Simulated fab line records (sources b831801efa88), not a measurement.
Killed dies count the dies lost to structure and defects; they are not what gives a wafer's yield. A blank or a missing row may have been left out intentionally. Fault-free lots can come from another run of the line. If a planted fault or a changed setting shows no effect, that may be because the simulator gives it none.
Matching of chambers	flow gf180mcu	4 sister chambers for GF_V1_CMP_26 on cmp-02
The step polishes, stops on SiO2, t overpolish 15 s, target thk 0 nm. 22 wafers are shown with their chamber, then 11 later ones without.

WAFERS PAIRED WITH THEIR CHAMBERS
wafer	chamber	motor_current_A (A)	time_to_endpoint_s (s)	overpolish_run_s (s)
L074.1	2	10.4	89	15.001
L074.3	0	14.4	86	15.017
L074.6	1	13.7	90	15.009
L075.1	1	13.6	90	15.009
L075.2	0	14.0	79	14.988
L075.3	3	9.5	78	15.000
L078.2	0	14.4	84	14.989
L078.3	2	10.5	92	15.024
L078.4	3	9.2	83	15.001
L079.3	3	9.4	85	14.982
L079.4	0	14.8	84	15.002
L079.5	2	10.8	90	14.985
L081.4	1	13.2	89	15.009
L081.5	2	10.6	89	15.008
L081.6	3	9.4	85	14.993
L082.1	2	11.1	88	15.012
L082.4	0	14.6	83	15.002
L082.6	1	13.2	89	14.999
L084.2	0	15.0	86	15.007
L084.3	2	11.1	87	15.004
L084.4	1	13.6	88	14.992
L086.1	1	12.8	83	15.001

SIGNATURES (averages over the wafers above)
reading	chamber 0	chamber 1	chamber 2	chamber 3	scatter within a chamber
motor_current_A	14.533	13.350	10.750	9.375	0.308
time_to_endpoint_s	83.67	88.17	89.17	82.75	2.54
overpolish_run_s	15.00083	15.00317	15.00567	14.99400	0.0103
Rule: distance of a wafer from a chamber = root of the sum over the readings of ((wafer's reading minus chamber's mean) / reading's scatter) squared. The wafer belongs to the nearest chamber; if the next one is less than 2 further off, it can't be placed. The scatter: the root of (the sum of the squares of (reading less its chamber's mean) over the shown wafers, divided by (wafers less chambers)).

WAFERS MISSING THEIR CHAMBER
wafer	motor_current_A (A)	time_to_endpoint_s (s)	overpolish_run_s (s)
L086.4	14.8	79	14.994
L086.5	10.1	85	15.005
L093.4	9.4	80	15.007
L093.5	10.5	84	14.989
L093.6	13.5	84	15.005
L094.1	10.2	86	15.014
L094.5	9.5	74	15.010
L094.6	15.3	75	15.002
L097.1	13.7	88	15.004
L097.2	14.2	89	15.008
L097.3	9.2	81	15.002

WHICH CHAMBER EACH WENT THROUGH
wafer	from the rows above	in truth
L086.4	0	0
L086.5	can't be placed: 2 or 3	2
L093.4	3	3
L093.5	can't be placed: 2 or 3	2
L093.6	can't be placed: 1 or 0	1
L094.1	can't be placed: 2 or 3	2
L094.5	3	3
L094.6	0	0
L097.1	1	1
L097.2	can't be placed: 0 or 1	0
L097.3	3	3
Correct placement for 6 of the 11. From these rows, 5 cannot be placed; in 5 the true chamber is one of the candidates. Number placed wrongly: 0.
